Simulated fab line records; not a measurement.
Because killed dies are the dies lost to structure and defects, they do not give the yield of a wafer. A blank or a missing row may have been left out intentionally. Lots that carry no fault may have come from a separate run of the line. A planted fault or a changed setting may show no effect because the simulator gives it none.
Matching of chambers -- flow sky130 -- SKY_VIA4_ETCH_12 on rieDiel-04: 4 sister chambers
The step etches SiO2 in C4F8/O2/Ar, stops on TiN, target depth 580 nm. 18 wafers are shown with their chamber, then 9 later ones without.

WAFERS PAIRED WITH THEIR CHAMBERS
wafer,chamber,chamberPressureMTorr (mTorr),oesProductAu (a.u.)
L074.1,3,40.07,0.931
L074.2,1,40.00,0.924
L074.3,2,39.94,0.929
L076.4,2,39.95,0.926
L076.5,1,39.98,0.936
L076.6,0,40.01,0.919
L077.1,1,40.09,0.924
L077.2,0,39.96,0.925
L077.3,2,39.95,0.928
L079.2,0,40.02,0.930
L079.3,3,40.01,0.927
L079.6,1,40.02,0.927
L081.1,0,39.97,0.923
L081.2,2,40.01,0.920
L081.6,2,39.93,0.928
L082.1,3,39.99,0.915
L082.3,0,40.01,0.925
L082.6,2,40.05,0.933

SIGNATURES (averages over the wafers above)
reading,chamber 0,chamber 1,chamber 2,chamber 3,scatter within a chamber
chamberPressureMTorr,39.9940,40.0225,39.9717,40.0233,0.0419
oesProductAu,0.92440,0.92775,0.92733,0.92433,0.00528
Rule: for each reading, subtract the chamber's mean from the wafer's reading, divide by that reading's scatter and square the result; add these up over the readings and take the root, which gives the wafer's distance from the chamber. If the next closest chamber is less than 2 further off than the closest, the wafer can't be placed; otherwise it belongs to the closest. The scatter: take each reading less its chamber's mean, square it, sum over the shown wafers, divide by the number of wafers less the number of chambers, and take the root.

WAFERS WITHOUT THEIR CHAMBER
wafer,chamberPressureMTorr (mTorr),oesProductAu (a.u.)
L084.3,39.99,0.935
L084.4,40.01,0.919
L084.6,40.01,0.927
L091.2,39.96,0.932
L091.4,39.97,0.924
L091.6,40.05,0.927
L093.1,40.06,0.934
L093.3,40.01,0.920
L093.5,39.93,0.923

CHAMBER TAKEN BY EACH
wafer,from the rows above,in truth
L084.3,can't be placed: 2 or 1 or 0 or 3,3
L084.4,can't be placed: 3 or 0 or 1 or 2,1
L084.6,can't be placed: 1 or 3 or 0 or 2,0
L091.2,can't be placed: 2 or 0 or 1 or 3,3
L091.4,can't be placed: 0 or 2 or 3 or 1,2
L091.6,can't be placed: 1 or 3 or 0 or 2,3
L093.1,can't be placed: 1 or 3 or 0 or 2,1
L093.3,can't be placed: 3 or 0 or 1 or 2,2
L093.5,can't be placed: 2 or 0 or 3 or 1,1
Correct placement for 0 of the 9. These rows do not allow placing 9 (true chamber among the candidates in 9). Wrongly placed: 0.
